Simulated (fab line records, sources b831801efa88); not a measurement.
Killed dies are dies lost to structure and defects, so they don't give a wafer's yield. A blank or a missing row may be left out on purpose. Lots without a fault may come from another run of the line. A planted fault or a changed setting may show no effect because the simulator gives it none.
Which tool did it? | flow sky130 | 10 lots, 30 wafers sampled, at 4 steps of a route of 708

WHAT THE GAUGES READ, wafer by wafer
SKY_CAP2M_RS_MEAS_03: measures by four-point-probe.
lot  | measured     | on            | CAP2M_TIN_RS (ohm/sq)
L962 | day 39 12:29 | film_metro-01 | 6.90 6.96 6.88
L963 | day 39 16:29 | film_metro-04 | 6.95 6.89 6.93
L964 | day 40 04:17 | film_metro-04 | 7.00 6.95 7.03
L965 | day 40 13:03 | film_metro-04 | 7.01 7.05 7.02
L967 | day 41 19:19 | film_metro-04 | 6.92 6.95 6.86
L970 | day 42 03:55 | film_metro-01 | 6.87 6.82 6.95
L974 | day 43 04:20 | film_metro-03 | 7.01 7.06 6.94
L977 | day 44 10:44 | film_metro-01 | 6.97 4.13 7.01 6.98 4.12 7.00
L979 | day 44 15:08 | film_metro-04 | 6.96 6.96 4.12 6.95 6.98 4.14
L985 | day 46 07:43 | film_metro-04 | 6.88 6.85 6.79

WHICH TOOL RAN EACH LOT (tool, then ch and the chambers of the sampled wafers, then the start)
lot  | SKY_VIA3_ETCH_14                   | SKY_VIA3_STRIP_16                    | SKY_CAP2M_SPUTTER_02
L962 | rie_diel-02 ch 0,3, day 39 10:44   | plasma_asher-04 ch 0,1, day 39 10:50 | pvd_sputter-01, day 39 12:22
L963 | rie_diel-02 ch 0,2, day 39 14:44   | plasma_asher-04 ch 0,1, day 39 14:52 | pvd_sputter-01, day 39 16:20
L964 | rie_diel-03 ch 0,1,3, day 40 02:31 | plasma_asher-02 ch 0,1, day 40 02:37 | pvd_sputter-02, day 40 04:09
L965 | rie_diel-02 ch 0,3, day 40 11:19   | plasma_asher-04 ch 0,1, day 40 11:25 | pvd_sputter-01, day 40 12:55
L967 | rie_diel-04 ch 0,1,3, day 41 17:25 | plasma_asher-03 ch 0,1, day 41 17:31 | pvd_sputter-04, day 41 19:13
L970 | rie_diel-02 ch 1,3, day 42 02:10   | plasma_asher-03 ch 0,1, day 42 02:19 | pvd_sputter-04, day 42 03:46
L974 | rie_diel-04 ch 0,3, day 43 02:34   | plasma_asher-04 ch 0,1, day 43 02:40 | pvd_sputter-01, day 43 04:13
L977 | rie_diel-02 ch 0,1,2, day 44 08:58 | plasma_asher-02 ch 0,1, day 44 09:04 | pvd_sputter-04, day 44 10:38
L979 | rie_diel-03 ch 0,1, day 44 13:23   | plasma_asher-02 ch 0,1, day 44 13:29 | pvd_sputter-04, day 44 15:01
L985 | rie_diel-03 ch 0,1,3, day 46 05:49 | plasma_asher-04 ch 0,1, day 46 05:55 | pvd_sputter-02, day 46 07:37
- SKY_VIA3_ETCH_14: etches BARC in N2/H2, stops on SiO2, time 45.9 s, target depth 60 nm.
- SKY_VIA3_STRIP_16: strips in O2/N2.
- SKY_CAP2M_SPUTTER_02: material TiN, target thk 200 nm, time 166.7 s.

THE ANSWER, worked out from the rows above alone
Rule: what is usual is taken from the lots themselves. Put in order of their means at a reading, lots are off if they are a third of the lots or fewer, leave a main group of 4 or more, and stand apart from it by a gap of 3 or more times the standard deviation of the main group's means; of several such gaps the widest counts. A main group whose means are all the same, to the digits that the tables above print for the reading, isn't used. A lot without any number at a reading at which 4 lots or more have one is off too. The other lots that the step has rows for count as sound.
Off: L977, L979, at SKY_CAP2M_RS_MEAS_03 (CAP2M_TIN_RS). The main group: mean 6.94 ohm/sq, standard deviation 0.061.
A tool fits if, at a process step before that reading, it ran every lot that is off, and no sound lot after the first of them. The gauges at SKY_CAP2M_RS_MEAS_03 are tried like those tools. Can't be told from this: 2 tools fit, plasma_asher-02 at SKY_VIA3_STRIP_16, pvd_sputter-04 at SKY_CAP2M_SPUTTER_02.

WHAT THE SIMULATOR HAD PUT IN
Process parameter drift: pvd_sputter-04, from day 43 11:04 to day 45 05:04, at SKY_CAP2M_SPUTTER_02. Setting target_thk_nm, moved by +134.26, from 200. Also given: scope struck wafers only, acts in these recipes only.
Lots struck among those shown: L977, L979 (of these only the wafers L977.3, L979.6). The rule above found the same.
